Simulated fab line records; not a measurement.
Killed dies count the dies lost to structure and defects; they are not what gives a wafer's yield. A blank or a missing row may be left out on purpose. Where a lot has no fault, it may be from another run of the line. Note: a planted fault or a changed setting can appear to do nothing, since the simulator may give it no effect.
The tool behind it: which one? -- flow gf180mcu -- 35 wafers from 12 lots sampled at 5 of the route's 602 steps

WHAT EACH GAUGE READ, for each wafer
GF_V2_THK_MEAS_01. Usual: V2_CVD_00_THK 600 nm, standard deviation 5.3.
lot,measured,on,V2_CVD_00_THK (nm),flag
L328,day 19 06:23,film_metro-04,608 604 599,
L329,day 19 21:01,film_metro-04,592 599 602,
L330,day 20 03:41,film_metro-02,597 602 604,
L331,day 20 15:13,film_metro-02,591 600 599,
L334,day 21 19:57,film_metro-01,613 599 608,
L335,day 22 01:25,film_metro-04,603 600 599,
L336,day 22 06:45,film_metro-02,607 606 602,
L337,day 22 16:46,film_metro-02,591 597 602,
L340,day 23 15:30,film_metro-04,602 598,
L346,day 25 18:44,film_metro-01,595 599 596,
L348,day 26 08:21,film_metro-04,605 592 601,
L351,day 27 09:37,film_metro-02,610 605 606,

GF_V3_THK_MEAS_01. Usual: V3_CVD_00_THK 603 nm, standard deviation 6.
lot,measured,on,V3_CVD_00_THK (nm),flag
L328,day 21 09:31,film_metro-02,609 600 596,
L329,day 22 00:56,film_metro-03,615 603 606,
L330,day 22 06:46,film_metro-03,598 606 601,
L331,day 22 17:56,film_metro-04,601 609 609,
L334,day 23 21:13,film_metro-03,609 605 607,
L335,day 24 02:14,film_metro-03,607 604 596,
L336,day 24 07:04,film_metro-03,594 593 595,
L337,day 24 17:04,film_metro-02,601 597 604,
L340,day 25 14:48,film_metro-03,602 606,
L346,day 27 14:49,film_metro-03,601 601 597,
L348,day 28 06:05,film_metro-03,610 618 607,
L351,day 29 05:15,film_metro-02,617 604 605,

GF_TOP_METAL_CD_MEAS_14 targets a cd of 440 nm. Usual: cd_nm reads 439.4 nm (standard deviation 2.2).
lot,measured,on,cd_nm (nm),flag
L328,day 28 02:52,cd_sem-02,438.9 437.3 438.3,
L329,day 28 14:41,cd_sem-01,443.3 441.4 443.2,
L330,day 28 19:50,cd_sem-02,444.1 446.1 443.5,
L331,day 29 07:15,cd_sem-02,439.7 441.9 441.2,
L334,day 30 05:28,cd_sem-02,436.8 437.8 439.6,
L335,day 30 10:00,cd_sem-01,439.6 442.2 439.7,
L336,day 30 13:46,cd_sem-01,438.0 435.9 404.9 437.8 435.5 405.0,OFF
L337,day 30 22:08,cd_sem-01,437.5 439.0 438.6,
L340,day 31 15:04,cd_sem-02,437.3 413.2 437.3 413.5,OFF
L346,day 33 06:59,cd_sem-02,436.2 437.1 438.2,
L348,day 33 18:32,cd_sem-01,442.9 442.3 442.5,
L351,day 34 13:31,cd_sem-01,437.2 434.8 435.0,

TOOL THAT RAN EACH LOT (tool first, then ch and the chambers of the sampled wafers, then the start)
lot,GF_M4_SPUTTER_01,GF_TOP_METAL_EXPOSE_11
L328,"pvd_sputter-02, day 22 11:40","iline_stepper-01 ch 0, day 27 17:43"
L329,"pvd_sputter-04, day 23 02:14","iline_stepper-01 ch 0, day 28 05:17"
L330,"pvd_sputter-03, day 23 07:53","iline_stepper-01 ch 0, day 28 10:17"
L331,"pvd_sputter-03, day 23 19:05","iline_stepper-01 ch 0, day 28 21:36"
L334,"pvd_sputter-04, day 24 21:40","iline_stepper-01 ch 0, day 29 20:19"
L335,"pvd_sputter-04, day 25 02:58","iline_stepper-01 ch 0, day 30 00:45"
L336,"pvd_sputter-03, day 25 06:58","iline_stepper-01 ch 0, day 30 04:46"
L337,"pvd_sputter-02, day 25 16:50","iline_stepper-02 ch 0, day 30 12:59"
L340,"pvd_sputter-02, day 26 13:29","iline_stepper-01 ch 0, day 31 06:27"
L346,"pvd_sputter-03, day 28 13:19","iline_stepper-02 ch 0, day 32 23:31"
L348,"pvd_sputter-04, day 29 03:46","iline_stepper-02 ch 0, day 33 11:08"
L351,"pvd_sputter-04, day 30 01:39","iline_stepper-02 ch 0, day 34 05:44"
- GF_M4_SPUTTER_01: material TiN, target thk 30 nm, time 25 s.
- GF_TOP_METAL_EXPOSE_11: exposes mask MetalTop, target cd 440 nm.

AS READ BY THE TOOLS THEMSELVES (means over the sampled wafers that have a number; for cases with no such wafer, the mark the record gives instead)
GF_M4_SPUTTER_01. Usual: throttle_valve_pct reads 29.5 % (standard deviation 1.1).
lot,tool,throttle_valve_pct (%),flag
L328,pvd_sputter-02,29.6,
L329,pvd_sputter-04,29.5,
L330,pvd_sputter-03,28.5,
L331,pvd_sputter-03,29.5,
L334,pvd_sputter-04,30.1,
L335,pvd_sputter-04,30.2,
L336,pvd_sputter-03,30.2,
L337,pvd_sputter-02,29.7,
L340,pvd_sputter-02,29.1,
L346,pvd_sputter-03,28.9,
L348,pvd_sputter-04,29.5,
L351,pvd_sputter-04,29.4,

GF_TOP_METAL_EXPOSE_11. Usual: reticle_temp_C reads 22.98 C (standard deviation 0.1).
lot,tool,reticle_temp_C (C),flag
L328,iline_stepper-01,23.00,
L329,iline_stepper-01,22.97,
L330,iline_stepper-01,22.79,
L331,iline_stepper-01,23.02,
L334,iline_stepper-01,22.81,
L335,iline_stepper-01,23.01,
L336,iline_stepper-01,22.87,
L337,iline_stepper-02,23.01,
L340,iline_stepper-01,22.98,
L346,iline_stepper-02,23.04,
L348,iline_stepper-02,23.11,
L351,iline_stepper-02,22.96,

THE ANSWER, worked out from the rows above alone
Rule: a lot counts as off when the mean over its wafers that have a number is more than 3 standard deviations away from the usual mean. A lot without any number at a reading at which 4 lots or more have one is off too. All remaining lots with rows at the step are treated as sound. After the gauges, taken in route order, come the tools' own readings; for these a lot's mean is taken, as printed above. The first step at which some lot is off is used, and at that step the reading that is off furthest; a lot without a number counts as furthest.
Off: L336, L340, at GF_TOP_METAL_CD_MEAS_14 (cd_nm).
A tool fits if, at a process step before that reading, it ran every lot that is off, and no sound lot after the first of them. Gauges at GF_TOP_METAL_CD_MEAS_14: tried the same way as those tools. One candidate fits, namely iline_stepper-01 at GF_TOP_METAL_EXPOSE_11. Its last sound lot is L335 (day 30 00:45), its first lot that is off L336 (day 30 04:46): a fault that began between those two fits.

WHAT THE SIMULATOR HAD PUT IN
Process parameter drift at GF_TOP_METAL_EXPOSE_11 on iline_stepper-01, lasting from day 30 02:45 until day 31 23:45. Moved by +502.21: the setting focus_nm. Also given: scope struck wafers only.
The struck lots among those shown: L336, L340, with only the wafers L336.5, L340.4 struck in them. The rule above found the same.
